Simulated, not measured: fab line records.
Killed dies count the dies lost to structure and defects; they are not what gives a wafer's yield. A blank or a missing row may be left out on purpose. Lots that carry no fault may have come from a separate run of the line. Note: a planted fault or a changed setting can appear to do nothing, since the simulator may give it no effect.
A struck lot beside a sound one + flow gf180mcu + 17 steps out of a route of 602
Sound: the wafers L616.1, L616.5, L616.6. Struck: wafers L626.3, L626.4, L626.5. At the end, the cause is stated.
Order at every step that has rows: each side's tool, ch and its chambers, its first start. Under that, the readings that differ: sound wafers + struck wafers + difference of the means + sigmas: that difference in standard deviations of wafers without a fault.
alike: readings whose means differ by less than 2 such deviations, and words and numbers that are the same on both sides. not compared: withheld readings, readings that some wafer has no value for, bounds like >300 that may hide the same value, and numbers for which the record gives no deviation and whose values overlap.
A row with sigmas, a row that says differs or no value, or rows on one side alone: a step with any of these is where the two part. Numbers that have no deviation but don't overlap get no sigmas and don't part them. A reading missing from all wafers of one side parts the sides only when that side holds two or more wafers.

first, 3 steps without rows for these wafers: GF_V3_EXPOSE_11 (exposes mask Via3, target cd 260 nm); GF_V3_PEB_12 (peb time 90 s); GF_V3_DEVELOP_13 (develop time 60 s).
GF_V3_CD_MEAS_14: target cd 260 nm.
  sound on cd-sem-02 at day 24 00:40; struck on cd-sem-01 at day 27 06:27
  alike: cd-nm
GF_V3_OVL_MEAS_15:
  sound on overlay-01 at day 24 00:47; struck on overlay-02 at day 27 06:32
  alike: V3_OVL
GF_V3_ETCH_16: etches BARC in N2/H2.
  sound on rie-diel-04 ch 0,1,3, day 24 00:49; struck on rie-diel-02 ch 2,3, day 27 06:34
  alike: drypump-motor-current-A, oes-product-au, throttle-valve-pct
GF_V3_ETCH_17: etches SiO2 in C4F8/O2/Ar, stops on TiN, target depth 635 nm.
  sound on rie-diel-04 ch 0,1,3; struck on rie-diel-02 ch 2,3
  alike: oes-product-au
GF_V3_STRIP_18: strips in O2/N2.
  sound on plasma-asher-04 ch 0,1, day 24 00:56; struck on plasma-asher-03 ch 0,1, day 27 06:44
  alike: drypump-motor-current-A, heater-power-w, oes-product-au
  not compared: rf-hours-counter-h
then, 3 steps without rows for these wafers: GF_V3_STRIP_19 (strips in post etch residue remover, time 1200 s); GF_V3_CLEAN_20 (cleans in DIW); GF_V3_SPUTTER_21 (material Ti, target thk 15 nm, time 80.02 s).
GF_V3_SPUTTER_22: material TiN, target thk 10 nm, time 40 s.
  sound on pvd-sputter-01 at day 24 01:32; struck on pvd-sputter-04 at day 27 07:17
  alike: throttle-valve-pct
GF_V3_CVD_23: deposits W, target thk 350 nm, time 104.9 s.
  sound on cvd-w-02 ch 0,1, day 24 01:35; struck on cvd-w-02 ch 0,1, day 27 07:22
  alike: heater-power-w
  not compared: since-wet-clean-h
GF_V3_RS_MEAS_24: measurement is done with a four-point probe.
  sound on film-metro-04 at day 24 01:41; struck on film-metro-03 at day 27 07:29
| reading          | sound             | struck            | difference | sigmas |
|------------------|-------------------|-------------------|------------|--------|
| V3_W_RS (ohm/sq) | 0.322 0.322 0.327 | 0.469 0.453 0.477 | +0.143     | +41    |
GF_V3_THK_MEAS_25: measures by xrf.
  sound on film-metro-04 at day 24 01:49; struck on film-metro-03 at day 27 07:35
| reading       | sound       | struck      | difference | sigmas |
|---------------|-------------|-------------|------------|--------|
| V3_W_THK (nm) | 346 348 344 | 269 277 267 | -75        | -14    |
GF_V3_CMP_26: polishes, stops on SiO2, t overpolish 15 s, target thk 0 nm.
  sound on cmp-02 ch 2,3, day 24 01:52; struck on cmp-02 ch 0,1,2, day 27 07:43
  alike: motor-current-A, overpolish-run-s, time-to-endpoint-s
then, 1 step without rows for these wafers: GF_PASSIVATION_PROBE_99.

## WHERE THEY PART
Earliest at GF_V3_RS_MEAS_24; latest, in this record, at GF_V3_THK_MEAS_25. Later steps at which nothing parts them and some readings are alike: GF_V3_CMP_26.

WHY: the cause the simulator had injected
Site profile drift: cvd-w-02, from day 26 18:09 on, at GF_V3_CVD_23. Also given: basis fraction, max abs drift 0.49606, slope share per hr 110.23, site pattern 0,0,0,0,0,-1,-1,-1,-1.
